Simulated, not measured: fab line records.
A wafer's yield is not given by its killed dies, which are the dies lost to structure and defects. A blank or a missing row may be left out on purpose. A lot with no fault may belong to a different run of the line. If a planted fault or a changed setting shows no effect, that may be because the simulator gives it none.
8D (eight disciplines) problem report, filled in by code || flow sky130 || the parts of the form that need people (team, actions taken, sign-off) are left out

## 1. THE PROBLEM
Across 6 wafers from 2 lots, SONOS_TUNNEL_OVL at SKY_SONOS_TUNNEL_OVL_MEAS_08 averages 266.3 nm, while fault-free wafers read 0.0 nm with a standard deviation of 1.6. So: +99 or more standard deviations from the usual mean.
The first sign was on wafer L726.3 at day 17 00:19, on overlay-01. The record holds 39 wafers of 13 lots with a number at this step. The rule behind "out" and "out of limits": a value lying over 4 standard deviations away from the usual mean. The rest of the wafers with a number are treated as sound.

## 2. WHAT THIS IS AND IS NOT
{"question": "which readings at this step", "is": "SONOS_TUNNEL_OVL", "is not": "-"}
{"question": "which lots", "is": "L726, L727", "is not": "L710, L711, L713, L715, L716, L717, L718, L719, L720, L722, L723"}
{"question": "which wafers of those lots", "is": "all that have a number", "is not": "-"}
{"question": "read on which gauges", "is": "overlay-01", "is not": "overlay-02"}
{"question": "when", "is": "from day 17 00:19", "is not": "up to then (33 sound wafers)"}

## 3. THE SUSPECTS, EACH WITH WHAT RULES IT OUT
Counting: a tool at any process step up to the reading remains a suspect when it ran all the lots that are out and ran no sound lot after the first of those.
- the gauge at SKY_SONOS_TUNNEL_OVL_MEAS_08: kept. All the wafers that are out were read on overlay-01, and no step on other tools shows them out.
- iline-stepper-01 at SKY_SONOS_TUNNEL_EXPOSE_04 (exposes mask TUNM, target cd 410 nm): kept. All lots that are out passed through it, beginning with L726 at day 16 10:33, and no sound lot followed; its final sound lot before that point was L723 at day 15 05:09.
Left after counting: iline-stepper-01 at SKY_SONOS_TUNNEL_EXPOSE_04, overlay-01 at SKY_SONOS_TUNNEL_OVL_MEAS_08.

## 4. THE CAUSE (what the simulator had put in)
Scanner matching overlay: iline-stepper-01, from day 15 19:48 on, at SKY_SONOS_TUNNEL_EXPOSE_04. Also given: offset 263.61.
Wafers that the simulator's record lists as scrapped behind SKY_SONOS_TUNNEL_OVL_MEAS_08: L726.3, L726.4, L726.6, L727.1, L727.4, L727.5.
After counting, 2 suspects remain, this tool included.

## 5. SEQUENCE OF EFFECTS, ordered by route
Each row: a reading whose mean over the struck wafers that have a number lies more than 3 standard deviations from the usual. Scope: only readings with a usual standard deviation given in the record; hours: median across lots of the time from each lot's start at the first step in this table that gives one to its start at this step; sigmas: change in usual standard deviations.
{"hours": 0, "step": "SKY_SONOS_TUNNEL_OVL_MEAS_08", "reading": "SONOS_TUNNEL_OVL", "usual": "0.0 nm", "on struck wafers": 266.3, "change": "+266.3", "sigmas": "+99 or more"}

## 6. WHAT WOULD HAVE CAUGHT IT SOONER
In this record the first reading out of limits at a measuring or inspecting step was taken at day 17 00:19, 29 hours after the fault began at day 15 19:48.
An alarm limit of 4 standard deviations would not have fired on the tool readings at SKY_SONOS_TUNNEL_EXPOSE_04 for which the record gives a usual standard deviation, since none of them was out on any struck wafer.
By day 17 00:19 the whole set of lots that are out, 2 in number, had already begun SKY_SONOS_TUNNEL_EXPOSE_04 on iline-stepper-01. Had the tool been put on hold then, not one of them would have been saved.
